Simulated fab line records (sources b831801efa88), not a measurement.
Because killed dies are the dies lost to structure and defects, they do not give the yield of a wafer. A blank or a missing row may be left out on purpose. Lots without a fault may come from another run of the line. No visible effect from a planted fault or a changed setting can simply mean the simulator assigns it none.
fab line records ; flow sfq-line
record: lots: 6; wafers: 18; last-day: 100
route steps=325 shown L0V@21 M0@28
lots that met no fault: from a run of the same line without faults
start-h: start of the lot's first displayed wafer, in hours after the record's first day ; wait-h: time in hours since the lot's previous step ; " as in the row above ; L1.1+2: several wafers, shown together as one row ; - value missing, or start not given ; * or withheld: withheld ; < > ~ a bound
route shown NAME@n: names a module that has steps shown in the file, with the first one's number in the route ; usual: average and standard deviation across the fault-free wafers ; same: alike in all rows ; chamber/n: place in a boat ; sites: the reading at each site ; _std_site: their standard deviation ; _edge_site: inner sites' mean taken away from outer sites' mean ; radius-mm: for every site, how far away it sits from the centre of the wafer ; mask NAME#n: copy n ; behind: the most recent tool/chamber to have shaped the wafer ; hold: why the lot went on hold/how many hours it stayed there/how the hold came to an end ; device: whichever transistor did not switch (one of n, p or np) ; end of line: tests run on the same wafers once the route is complete ; for a step that has no rows: nothing shown but its recipe ; killed: dies that structure and defects cost at the first sort, which is not the same as the wafer's yield ; map: shows each die of a wafer: x if killed, . if not, _ if none is there
set.NAME: setting as actually run; set.NAME@STEP: the setting as run at that earlier step ; model.NAME: the simulator's own value behind a step, which no gauge read
lots seen at some steps along the route; tables by step, rows by wafer
services: a tool's chamber out of use, with start hour (start-h, from the record's first day; less than 0 if before it), hours out, and reason
== steps ==
step: SFQ_TRILAYER_L0_VIA_LITHO_PEB_016
recipe: peb-temp-c: 115; peb-time-s: 60; resist: KrF
step: SFQ_TRILAYER_L0_VIA_LITHO_DEVELOP_015
recipe: time-s: 60; resist: KrF
step: SFQ_L0V_OVL_MEAS_903
usual: L0V_OVL: 4/5.2
lot.wafer;tool;chamber;start-h;wait-h;L0V_OVL[nm]
L741.4;overlay-02;-;175.18;0.1;-5
L741.5;overlay-02;-;175.18;0.1;4
L741.6;overlay-02;-;175.18;0.1;-7
L750.1;overlay-01;-;245.00;0.1;6
L750.2;overlay-01;-;245.00;0.1;8
L750.5;overlay-01;-;245.00;0.1;9
L751.2;overlay-01;-;253.40;0.1;7
L751.4;overlay-01;-;253.40;0.1;5
L751.6;overlay-01;-;253.40;0.1;4
L760.1;overlay-01;-;322.36;0.1;9
L760.2;overlay-01;-;322.36;0.1;5
L760.5;overlay-01;-;322.36;0.1;10
L761.1;overlay-02;-;327.79;0.1;0
L761.2;overlay-02;-;327.79;0.1;-5
L761.5;overlay-02;-;327.79;0.1;2
L763.2;overlay-01;-;347.72;0.1;15
L763.3;overlay-01;-;347.72;0.1;11
L763.6;overlay-01;-;347.72;0.1;13
step: SFQ_TRILAYER_L0_VIA_BARC_OPEN_VIA_ETCH_021
recipe: mask-material: PR; chemistry: O2; target-depth-nm: 125; target: BARC; source-w: 500; bias-w: 80; pressure-mtorr: 30; time-s: 41.7
usual: drypump-motor-current-A: 5.8/0.46; oes-product-au: 0.685/0.0047; rf-fwd-power-W: 494.2/2
lot.wafer;tool;chamber;start-h;wait-h;drypump-motor-current-A;oes-product-au;rf-fwd-power-W;rf-hours-counter-h
L741.4;rie-diel-03;2;175.19;0.0;5.4;0.687;491.9;54
L741.5;rie-diel-03;3;175.19;0.0;5.1;0.685;492.6;-
L741.6;rie-diel-03;2;175.19;0.0;5.5;0.685;491.4;-
L750.1;rie-diel-04;2;245.03;0.0;5.6;0.676;497.4;1
L750.2;rie-diel-04;0;245.03;0.0;6.2;0.687;491.6;1
L750.5;rie-diel-04;0;245.03;0.0;6.2;0.692;490.5;-
L751.2;rie-diel-03;0;253.43;0.0;5.4;0.690;493.1;6
L751.4;rie-diel-03;1;253.43;0.0;6.5;0.689;496.4;79
L751.6;rie-diel-03;0;253.43;0.0;5.4;0.680;490.1;-
L760.1;rie-diel-03;3;322.40;0.0;5.1;0.692;490.9;41
L760.2;rie-diel-03;2;322.40;0.0;5.4;0.682;496.8;55
L760.5;rie-diel-03;2;322.40;0.0;5.4;0.684;495.0;-
L761.1;rie-diel-03;3;327.83;0.0;5.1;0.691;488.8;41
L761.2;rie-diel-03;2;327.83;0.0;5.5;0.682;493.4;55
L761.5;rie-diel-03;2;327.83;0.0;5.4;0.682;494.1;-
L763.2;rie-diel-03;0;347.75;0.0;5.4;0.690;495.1;7
L763.3;rie-diel-03;1;347.75;0.0;6.5;0.687;493.5;80
L763.6;rie-diel-03;1;347.75;0.0;6.5;0.688;493.6;-
step: SFQ_TRILAYER_L0_VIA_ETCH_VIA_ETCH_016
recipe: target: SiO2; stop-on: MoNx_KI; mask-material: PR; chemistry: CHF3; target-depth-nm: 80; source-w: 500; bias-w: 80; pressure-mtorr: 30; time-s: withheld
usual: drypump-motor-current-A: 5.8/0.46; oes-product-au: 0.844/0.009; rf-fwd-power-W: 495.1/1.8
lot.wafer;tool;chamber;start-h;wait-h;drypump-motor-current-A;oes-product-au;rf-fwd-power-W
L741.4;rie-diel-03;2;175.23;0.0;5.5;0.845;494.2
L741.5;rie-diel-03;3;175.23;0.0;5.1;0.859;494.4
L741.6;rie-diel-03;2;175.23;0.0;5.5;0.860;494.6
L750.1;rie-diel-04;2;245.07;0.0;5.6;0.822;496.0
L750.2;rie-diel-04;0;245.07;0.0;6.2;0.838;493.4
L750.5;rie-diel-04;0;245.07;0.0;6.2;0.834;492.7
L751.2;rie-diel-03;0;253.47;0.0;5.5;0.838;495.1
L751.4;rie-diel-03;1;253.47;0.0;6.5;0.835;497.5
L751.6;rie-diel-03;0;253.47;0.0;5.4;0.831;496.3
L760.1;rie-diel-03;3;322.44;0.0;5.1;0.838;492.0
L760.2;rie-diel-03;2;322.44;0.0;5.4;0.832;494.6
L760.5;rie-diel-03;2;322.44;0.0;5.5;0.842;496.9
L761.1;rie-diel-03;3;327.87;0.0;5.1;0.845;494.5
L761.2;rie-diel-03;2;327.87;0.0;5.4;0.850;495.6
L761.5;rie-diel-03;2;327.87;0.0;5.4;0.849;495.6
L763.2;rie-diel-03;0;347.78;0.0;5.4;0.839;496.7
L763.3;rie-diel-03;1;347.78;0.0;6.5;0.833;494.3
L763.6;rie-diel-03;1;347.78;0.0;6.5;0.833;495.1
step: SFQ_TRILAYER_L0_VIA_STRIP_STRIP_017
recipe: gas: O2; power-w: 200; platen-temp-c: 40; overash-fraction: 0.65; chemistry: O2; pressure-mtorr: 50
usual: drypump-motor-current-A: 6.0/0.43; oes-product-au: 1.000/0.0084
same: overash-fraction: 0.65
lot.wafer;tool;chamber;start-h;wait-h;drypump-motor-current-A;oes-product-au;rf-hours-counter-h
L741.4;rie-metal-02;0;175.48;-;5.6;1.003;-
L741.5;rie-metal-02;0;175.48;-;5.6;1.003;-
L741.6;rie-metal-02;1;175.48;-;6.4;1.004;-
L750.1;rie-metal-01;1;245.12;-;5.5;1.002;102
L750.2;rie-metal-01;0;245.12;-;5.8;1.012;173
L750.5;rie-metal-01;0;245.12;-;5.9;1.008;-
L751.2;rie-metal-01;1;253.52;-;5.5;0.993;103
L751.4;rie-metal-01;1;253.52;-;5.5;1.001;-
L751.6;rie-metal-01;1;253.52;-;5.5;0.996;-
L760.1;rie-metal-01;1;322.49;-;5.5;0.996;111
L760.2;rie-metal-01;1;322.49;-;5.5;0.992;-
L760.5;rie-metal-01;1;322.49;-;5.5;0.999;-
L761.1;rie-metal-04;1;327.91;-;6.1;1.006;165
L761.2;rie-metal-04;0;327.91;-;6.7;0.997;105
L761.5;rie-metal-04;1;327.91;-;6.1;1.005;-
L763.2;rie-metal-01;1;347.83;-;5.5;0.988;116
L763.3;rie-metal-01;0;347.83;-;5.8;1.007;-
L763.6;rie-metal-01;1;347.83;-;5.5;0.986;-
step: SFQ_TRILAYER_L0_VIA_STRIP_SOLV_CLEAN_018
recipe: chemistry: NMP; temp-c: 70; time-s: 600
step: SFQ_TRILAYER_M0_DEP_PRE_CLEAN_020
recipe: gas: Ar; time-s: 15; bias-v: 250
step: SFQ_TRILAYER_M0_DEP_SPUTTER_019
recipe: material: Nb; base-pressure-pa: 1.33e-06; chamber-pressure-pa: 0.1333; substrate-temp-c: 20; resputter-cathode-voltage-v: 400; target-thk-nm: 200; power-w: 2000; time-s: 133.3
usual: throttle-valve-pct: 29.9/0.98
lot.wafer;tool;chamber;start-h;wait-h;throttle-valve-pct
L741.4;pvd-sputter-05;-;176.08;0.0;31.2
L741.5;pvd-sputter-05;-;176.08;0.0;31.2
L741.6;pvd-sputter-05;-;176.08;0.0;28.8
L750.1;pvd-sputter-03;-;246.12;0.0;30.5
L750.2;pvd-sputter-03;-;246.12;0.0;31.0
L750.5;pvd-sputter-03;-;246.12;0.0;30.3
L751.2;pvd-sputter-03;-;254.32;0.0;30.5
L751.4;pvd-sputter-03;-;254.32;0.0;30.6
L751.6;pvd-sputter-03;-;254.32;0.0;29.7
L760.1;pvd-sputter-04;-;324.06;0.0;30.5
L760.2;pvd-sputter-04;-;324.06;0.0;29.2
L760.5;pvd-sputter-04;-;324.06;0.0;30.3
L761.1;pvd-sputter-04;-;328.89;0.0;28.5
L761.2;pvd-sputter-04;-;328.89;0.0;30.3
L761.5;pvd-sputter-04;-;328.89;0.0;30.5
L763.2;pvd-sputter-05;-;348.63;0.0;29.4
L763.3;pvd-sputter-05;-;348.63;0.0;31.3
L763.6;pvd-sputter-05;-;348.63;0.0;31.0
step: SFQ_M0_RS_MEAS_904
recipe: thk-meas-gauge: four-point-probe; reads: Nb_of_TRILAYER_M0_DEP_SPUTTER_019
usual: M0_NB_RS: 0.887/0.011
lot.wafer;tool;chamber;start-h;wait-h;M0_NB_RS[ohm/sq]
L741.4;film-metro-02;-;176.23;0.1;0.898
L741.5;film-metro-02;-;176.23;0.1;0.888
L741.6;film-metro-02;-;176.23;0.1;0.903
L750.1;film-metro-04;-;246.21;0.0;0.892
L750.2;film-metro-04;-;246.21;0.0;0.896
L750.5;film-metro-04;-;246.21;0.0;0.893
L751.2;film-metro-04;-;254.43;0.1;0.908
L751.4;film-metro-04;-;254.43;0.1;0.910
L751.6;film-metro-04;-;254.43;0.1;0.899
L760.1;film-metro-04;-;324.15;0.0;0.893
L760.2;film-metro-04;-;324.15;0.0;0.888
L760.5;film-metro-04;-;324.15;0.0;0.895
L761.1;film-metro-01;-;328.98;0.0;0.896
L761.2;film-metro-01;-;328.98;0.0;0.878
L761.5;film-metro-01;-;328.98;0.0;0.882
L763.2;film-metro-04;-;348.74;0.1;0.887
L763.3;film-metro-04;-;348.74;0.1;0.897
L763.6;film-metro-04;-;348.74;0.1;0.892
step: SFQ_TRILAYER_M0_LITHO_COAT_026
recipe: resist: BARC; spin-rpm: 3000; resist-thk-nm: 62
step: SFQ_TRILAYER_M0_LITHO_COAT_021
recipe: resist: KrF; spin-rpm: 3000; resist-thk-nm: 600
usual: spin-speed-rpm: 3000.0/2
lot.wafer;tool;chamber;start-h;wait-h;spin-speed-rpm;model.KrF_of_TRILAYER_M0_LITHO_COAT_021.thk-nm
L741.4;litho-track-03;0;176.80;0.2;2998.5;600.5
L741.5;litho-track-03;0;176.80;0.2;2998.0;601.1
L741.6;litho-track-03;0;176.80;0.2;2998.9;600.8
L750.1;litho-track-01;0;246.69;0.2;3341.5;572.2
L750.2;litho-track-01;0;246.69;0.2;3340.7;572.5
L750.5;litho-track-01;0;246.69;0.2;3339.6;572.7
L751.2;litho-track-01;0;254.94;0.2;3341.8;565.7
L751.4;litho-track-01;0;254.94;0.2;3341.6;567.5
L751.6;litho-track-01;0;254.94;0.2;3342.1;567
L760.1;litho-track-01;0;324.63;0.2;3000.5;598.9
L760.2;litho-track-01;0;324.63;0.2;3000.2;600.9
L760.5;litho-track-01;0;324.63;0.2;2999.5;600.3
L761.1;litho-track-02;0;329.46;0.2;2997.7;603.3
L761.2;litho-track-02;0;329.46;0.2;3001.6;603.4
L761.5;litho-track-02;0;329.46;0.2;3003.7;602.2
L763.2;litho-track-02;0;349.25;0.2;2994.2;602.7
L763.3;litho-track-02;0;349.25;0.2;3000.3;601.3
L763.6;litho-track-02;0;349.25;0.2;2998.6;603
step: SFQ_TRILAYER_M0_LITHO_SOFTBAKE_025
recipe: temp-c: withheld; time-s: withheld; resist: KrF
step: SFQ_TRILAYER_M0_LITHO_EXPOSE_022
recipe: mask-id: M0; na: 0.6; source-shape: conventional; sigma-outer: 0.65; target-cd-nm: 500; dose-mj: 14.4
step: SFQ_TRILAYER_M0_LITHO_PEB_024
recipe: peb-temp-c: 115; peb-time-s: 60; resist: KrF
step: SFQ_TRILAYER_M0_LITHO_DEVELOP_023
recipe: time-s: 60; resist: KrF
step: SFQ_M0_OVL_MEAS_906
usual: M0_OVL: -2/4.7
lot.wafer;tool;chamber;start-h;wait-h;M0_OVL[nm]
L741.4;overlay-02;-;285.06;0.1;1
L741.5;overlay-02;-;285.06;0.1;8
L741.6;overlay-02;-;285.06;0.1;-2
L750.1;overlay-02;-;372.65;0.1;1
L750.2;overlay-02;-;372.65;0.1;-4
L750.5;overlay-02;-;372.65;0.1;5
L751.2;overlay-02;-;381.05;0.1;2
L751.4;overlay-02;-;381.05;0.1;3
L751.6;overlay-02;-;381.05;0.1;0
L760.1;overlay-01;-;436.50;0.1;8
L760.2;overlay-01;-;436.50;0.1;2
L760.5;overlay-01;-;436.50;0.1;0
L761.1;overlay-02;-;441.30;0.1;-2
L761.2;overlay-02;-;441.30;0.1;-2
L761.5;overlay-02;-;441.30;0.1;4
L763.2;overlay-01;-;466.05;0.1;-3
L763.3;overlay-01;-;466.05;0.1;3
L763.6;overlay-01;-;466.05;0.1;-5
step: SFQ_TRILAYER_M0_BARC_OPEN_METAL_ETCH_031
recipe: mask-material: PR; chemistry: O2; target-depth-nm: 125; target: BARC; icp-w: 600; bias-w: 80; pressure-mtorr: 10; time-s: 41.7
step: SFQ_TRILAYER_M0_ETCH_METAL_ETCH_024
recipe: target: Nb; stop-on: SiO2; mask-material: PR; chemistry: Cl2/Ar; target-depth-nm: 240; icp-w: 600; bias-w: 80; pressure-mtorr: 10; time-s: 120
usual: drypump-motor-current-A: 6.0/0.47; oes-product-au: 0.896/0.0081; rf-fwd-power-W: 597.0/1.9
lot.wafer;tool;chamber;start-h;wait-h;drypump-motor-current-A;oes-product-au;rf-fwd-power-W;rf-hours-counter-h;model.KrF_of_TRILAYER_M0_LITHO_COAT_021.thk-nm
L741.4;rie-metal-04;0;285.18;0.1;6.7;0.882;598.7;-;381.3
L741.5;rie-metal-04;0;285.18;0.1;6.7;0.890;595.3;-;380.9
L741.6;rie-metal-04;1;285.18;0.1;6.1;0.886;594.8;-;380.7
L750.1;rie-metal-01;0;372.74;0.0;5.8;0.895;597.5;7;352
L750.2;rie-metal-01;1;372.74;0.0;5.5;0.890;595.2;120;357.1
L750.5;rie-metal-01;0;372.74;0.0;5.8;0.890;595.3;-;352.5
L751.2;rie-metal-04;1;381.14;0.0;6.1;0.884;598.5;0;347.4
L751.4;rie-metal-04;0;381.14;0.0;6.7;0.882;597.0;-;346.4
L751.6;rie-metal-04;1;381.14;0.0;6.1;0.895;597.8;-;346.8
L760.1;rie-metal-04;0;436.59;0.0;6.7;0.893;595.3;123;379.2
L760.2;rie-metal-04;1;436.59;0.0;6.1;0.898;595.8;8;379.3
L760.5;rie-metal-04;1;436.59;0.0;6.1;0.890;596.4;-;379.3
L761.1;rie-metal-03;0;441.45;0.1;6.0;0.894;600.1;22;378.4
L761.2;rie-metal-03;0;441.45;0.1;6.0;0.897;600.7;-;379.4
L761.5;rie-metal-03;0;441.45;0.1;6.0;0.898;600.5;-;377.1
L763.2;rie-metal-01;1;466.14;0.0;5.5;0.900;596.3;131;388.3
L763.3;rie-metal-01;0;466.14;0.0;5.8;0.890;599.4;-;381.7
L763.6;rie-metal-01;1;466.14;0.0;5.5;0.886;595.9;-;387.8
step: SFQ_TRILAYER_M0_STRIP_STRIP_025
recipe: gas: O2; power-w: 200; platen-temp-c: 40; overash-fraction: 0.65; chemistry: O2; pressure-mtorr: 50
usual: drypump-motor-current-A: 6.0/0.46; oes-product-au: 1.003/0.0091
same: overash-fraction: 0.65
lot.wafer;tool;chamber;start-h;wait-h;drypump-motor-current-A;oes-product-au;rf-hours-counter-h
L741.4;rie-metal-04;0;285.46;0.2;6.7;1.009;-
L741.5;rie-metal-04;0;285.46;0.2;6.6;1.001;-
L741.6;rie-metal-04;1;285.46;0.2;6.1;0.999;-
L750.1;rie-metal-01;0;372.87;0.1;5.8;0.983;7
L750.2;rie-metal-01;1;372.87;0.1;5.5;0.989;120
L750.5;rie-metal-01;0;372.87;0.1;5.8;0.997;-
L751.2;rie-metal-04;1;381.27;0.1;6.1;0.999;0
L751.4;rie-metal-04;0;381.27;0.1;6.7;1.010;-
L751.6;rie-metal-04;1;381.27;0.1;6.1;1.003;-
L760.1;rie-metal-04;0;436.72;0.1;6.6;1.002;124
L760.2;rie-metal-04;1;436.72;0.1;6.1;1.016;8
L760.5;rie-metal-04;1;436.72;0.1;6.1;1.004;-
L761.1;rie-metal-03;0;441.70;0.2;6.0;1.017;22
L761.2;rie-metal-03;0;441.70;0.2;6.0;1.021;-
L761.5;rie-metal-03;0;441.70;0.2;6.0;1.006;-
L763.2;rie-metal-01;1;466.27;0.1;5.5;0.986;132
L763.3;rie-metal-01;0;466.27;0.1;5.8;1.005;-
L763.6;rie-metal-01;1;466.27;0.1;5.5;0.982;-
== services ==
tool;chamber;start-h;hours;kind
rie-diel-03;1;155.52;6.4;repair
rie-metal-03;1;157.27;74.5;repair
rie-metal-04;-;165.06;14.6;pm
rie-diel-04;-;165.31;2.8;pm
rie-metal-01;1;170.31;9.6;repair
pvd-sputter-03;-;176.96;1.7;repair
rie-diel-03;-;193.97;15.6;pm
pvd-sputter-04;-;218.74;0.6;repair
pvd-sputter-05;-;219.26;3.5;repair
rie-diel-04;1;221.08;11.4;repair
rie-metal-04;0;226.20;9.0;repair
rie-metal-04;1;233.73;3.3;repair
rie-metal-04;-;236.72;2.8;pm
rie-metal-03;0;243.55;4.4;repair
pvd-sputter-05;-;251.02;7.4;repair
rie-metal-04;1;268.63;4.9;repair
rie-metal-01;-;272.62;0.4;repair
rie-diel-03;-;294.89;2.8;pm
rie-metal-04;-;301.20;1.9;repair
rie-metal-01;1;344.41;2.4;repair
rie-metal-01;-;352.93;2.8;pm
rie-diel-03;2;440.16;8.2;repair
rie-diel-03;0;447.24;3.8;repair
rie-metal-04;1;449.75;16.4;repair
== key ==
first-sign: step: SFQ_TRILAYER_M0_LITHO_COAT_021; reading: spin-speed-rpm; direction: up; sigmas: 99+; usual: 3000.0; struck: 3341.2
effect none on later readings
model-effect: step: SFQ_TRILAYER_M0_LITHO_COAT_021; value: KrF_of_TRILAYER_M0_LITHO_COAT_021.thk-nm; without: 601.1; struck: 569.6
model-effect: step: SFQ_TRILAYER_M0_ETCH_METAL_ETCH_024; value: KrF_of_TRILAYER_M0_LITHO_COAT_021.thk-nm; without: 381.8; struck: 350.4
met-at SFQ_TRILAYER_M0_LITHO_COAT_021
struck-wafers L750.1,L750.2,L750.5,L751.2,L751.4,L751.6
fault: kind: process-parameter-drift; tool: litho-track-01; chamber: -; onset-h: 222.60; steps: SFQ_TRILAYER_M0_LITHO_COAT_021; channel: spin-rpm; offset: 340.75; shape: step; end-h: 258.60; acts-in: these-recipes-only; stated: 3000
